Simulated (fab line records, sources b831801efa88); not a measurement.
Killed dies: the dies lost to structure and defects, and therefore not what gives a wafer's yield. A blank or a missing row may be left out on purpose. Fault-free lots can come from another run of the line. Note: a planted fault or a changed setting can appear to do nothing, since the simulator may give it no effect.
Which tool did it? ; flow sky130 ; 14 lots, 42 wafers sampled, at 1 step of a route of 708

== WHAT EACH GAUGE READ, for each wafer ==
The record lacks any reading of a measuring or inspecting step that a usual standard deviation could be used to judge.

== WHICH TOOL RAN EACH LOT (tool, then ch and the chambers of the sampled wafers, then the start) ==
lot;SKY_LDD_N_IMPLANT_15
L988;implanter-01 ch 0, day 17 10:41
L990;implanter-03 ch 0, day 18 11:37
L992;implanter-03 ch 0, day 19 09:23
L993;implanter-03 ch 0, day 19 19:14
L994;implanter-01 ch 0, day 20 08:23
L996;implanter-03 ch 0, day 21 00:48
L997;implanter-01 ch 0, day 21 06:37
L998;implanter-03 ch 0, day 21 11:11
L999;implanter-03 ch 0, day 21 21:34
L101;implanter-03 ch 0, day 22 22:52
L105;implanter-04 ch 0, day 24 08:31
L106;implanter-04, day 24 10:39
L107;implanter-01, day 24 20:46
L108;implanter-04 ch 0, day 25 07:40
- SKY_LDD_N_IMPLANT_15

== WHAT THE TOOLS THEMSELVES READ (means of the sampled wafers that have a number; where no wafer has one, the mark that the record gives instead) ==
SKY_LDD_N_IMPLANT_15. Usual: beam_energy_keV 50.002, standard deviation 0.016; beam_on_s 10.01 s, standard deviation 0.19; dose_ions_cm2 4.998e+12, standard deviation 5.9e+09.
lot;tool;beam_energy_keV;beam_on_s (s);dose_ions_cm2;flag
L988;implanter-01;50.002;9.97;5.001e+12;
L990;implanter-03;49.976;10.02;5.000e+12;
L992;implanter-03;49.990;10.18;4.988e+12;
L993;implanter-03;49.997;10.21;5.003e+12;
L994;implanter-01;50.008;9.64;4.997e+12;
L996;implanter-03;50.010;9.92;5.005e+12;
L997;implanter-01;50.020;10.10;4.993e+12;
L998;implanter-03;50.003;10.20;4.999e+12;
L999;implanter-03;49.995;10.05;5.000e+12;
L101;implanter-03;49.984;10.00;5.004e+12;
L105;implanter-04;50.022;10.01;5.001e+12;
L106;implanter-04;-;-;-;OFF
L107;implanter-01;-;-;-;OFF
L108;implanter-04;50.001;10.06;4.993e+12;

== THE ANSWER, worked out from the rows above alone ==
Rule: a lot is off if the mean of its wafers that have a number lies more than 3 standard deviations from the usual mean. A lot without any number at a reading at which 4 lots or more have one is off too. All remaining lots with rows at the step are treated as sound. Order of review: gauges by route order, followed by the tools' own readings, for which a lot's mean as printed above is used. At the first step where some lot is off, the reading lying furthest off is the one used; lots without a number count as furthest.
Off: L106, L107 (SKY_LDD_N_IMPLANT_15, beam_energy_keV). Without a number there: L106, L107.
A tool fits if, at that step or a process step before it, it ran every lot that is off, and no sound lot after the first of them. None of those tried fits.

== WHAT WAS PUT IN BY THE SIMULATOR ==
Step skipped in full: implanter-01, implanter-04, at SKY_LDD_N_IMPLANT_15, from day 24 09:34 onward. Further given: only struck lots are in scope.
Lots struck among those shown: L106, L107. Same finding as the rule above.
